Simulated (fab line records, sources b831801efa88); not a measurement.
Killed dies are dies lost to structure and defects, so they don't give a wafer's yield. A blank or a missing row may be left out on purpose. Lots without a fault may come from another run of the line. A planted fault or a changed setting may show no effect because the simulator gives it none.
Which tool did it? | flow gf180mcu | 7 lots, 21 wafers sampled, at 1 step of a route of 602

WHAT THE GAUGES READ, wafer by wafer
GF_V5_RS_MEAS_24: measures by four-point-probe.
lot  | measured     | on            | V5_W_RS (ohm/sq)
L657 | day 27 16:56 | film_metro-03 | 0.327 0.321 0.324
L660 | day 28 23:05 | film_metro-03 | 0.328 0.333 0.335
L666 | day 30 14:07 | film_metro-01 | 0.333 0.332 0.335
L670 | day 31 16:13 | film_metro-04 | 0.320 0.325 0.326
L674 | day 32 14:24 | film_metro-01 | 0.329 0.327 0.331
L676 | day 33 03:50 | film_metro-03 | 0.330 0.332 0.328
L678 | day 33 12:21 | film_metro-03 | 0.323 0.326 0.323

WHICH TOOL RAN EACH LOT (tool, then ch and the chambers of the sampled wafers, then the start)
The record holds no process step before these readings.

THE ANSWER, worked out from the rows above alone
Rule: what is usual is taken from the lots themselves. Put in order of their means at a reading, lots are off if they are a third of the lots or fewer, leave a main group of 4 or more, and stand apart from it by a gap of 3 or more times the standard deviation of the main group's means; of several such gaps the widest counts. A main group whose means are all the same, to the digits that the tables above print for the reading, isn't used. A lot without any number at a reading at which 4 lots or more have one is off too. The other lots that the step has rows for count as sound.
No lot is off at any reading shown: from this, nothing can be told.

WHAT THE SIMULATOR HAD PUT IN
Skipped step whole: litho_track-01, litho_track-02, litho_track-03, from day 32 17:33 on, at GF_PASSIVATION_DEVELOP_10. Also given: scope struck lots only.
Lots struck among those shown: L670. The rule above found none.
